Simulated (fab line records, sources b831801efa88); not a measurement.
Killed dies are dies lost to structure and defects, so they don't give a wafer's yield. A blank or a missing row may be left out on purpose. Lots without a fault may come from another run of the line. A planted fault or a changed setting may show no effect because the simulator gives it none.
Problem report in the 8D (eight disciplines) form, filled by code | flow sfq_line | the parts of the form that need people (team, actions taken, sign-off) are left out

1. THE PROBLEM
run_length_s at SFQ_TRILAYER_A5B_DEP_PECVD_129 reads a mean of 137.8 s on 1 wafer of 1 lot; wafers without a fault read 161.3 s with a standard deviation of 0.57. That is -41 standard deviations from the usual mean.
The step: deposits SiO2 from SiH4/N2O, time 133.33 s, target thk 600 nm.
First seen on wafer L167.1, day 59 20:52, on pecvd-03. The record holds 38 wafers of 13 lots with a number at this step. Rule for "out", or "out of limits": more than 4 standard deviations from the usual mean. The other wafers with a number count as sound.

2. WHAT IT IS AND WHAT IT IS NOT
question                    | is                | is not
which readings at this step | run_length_s      | heater_power_outer_w, heater_power_w, throttle_valve_pct
which lots                  | L167              | L157, L158, L159, L160, L172, L173, L174, L175, L176, L177, L179, L180
which wafers of those lots  | L167.1            | L167.3
read on which tools         | pecvd-03          | pecvd-01, pecvd-04
when                        | from day 59 20:52 | up to then (13 sound wafers); but 24 sound wafers of L172, L173, L174, L175, L176, L177, L179, L180 came after

3. SUSPECTS, AND WHAT RULES EACH OUT
Counting: a tool at a process step up to the reading stays a suspect if it ran every lot that is out. Sound lots after the first of them don't rule it out here, since some wafers of a struck lot are sound.
- pecvd-03 at SFQ_TRILAYER_A5B_DEP_PECVD_129 (deposits SiO2 from SiH4/N2O, time 133.33 s, target thk 600 nm): kept. It ran the lot that is out, L167 (day 59 20:52); its last sound lot up to then is L160 (day 59 04:02). Its own readings are out on those wafers: run_length_s.
- Within pecvd-03 at SFQ_TRILAYER_A5B_DEP_PECVD_129: the wafers that are out ran in chamber 0; their sound lot-mates ran in chamber 1.
Left after counting: pecvd-03 at SFQ_TRILAYER_A5B_DEP_PECVD_129.

4. THE CAUSE (what the simulator had put in)
Process parameter drift: pecvd-03, from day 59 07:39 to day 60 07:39, at SFQ_TRILAYER_A5B_DEP_PECVD_129. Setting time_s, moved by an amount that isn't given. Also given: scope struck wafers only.
Counting left only this tool.

5. THE CHAIN OF EFFECTS, in route order
Each row: a reading whose mean over the struck wafers that have a number lies more than 3 standard deviations from the usual. Only readings for which the record gives a usual standard deviation are gone through. hours: the time from each lot's start at the first step in this table that gives one to its start at this step, as a median over the lots. sigmas: the change in usual standard deviations.
hours | step                           | reading      | usual   | on struck wafers | change | sigmas
0     | SFQ_TRILAYER_A5B_DEP_PECVD_129 | run_length_s | 161.3 s | 137.8            | -23.5  | -41
The process steps in it:
- SFQ_TRILAYER_A5B_DEP_PECVD_129: deposits SiO2 from SiH4/N2O, time 133.33 s, target thk 600 nm.
Readings that are blank on the struck wafers while sound wafers have them: susceptor_temp_C at SFQ_TRILAYER_A5B_DEP_PECVD_129.

6. WHAT WOULD HAVE CAUGHT IT SOONER
In this record the first reading out of limits was taken at day 59 20:52, 13 hours after the fault began at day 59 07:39.
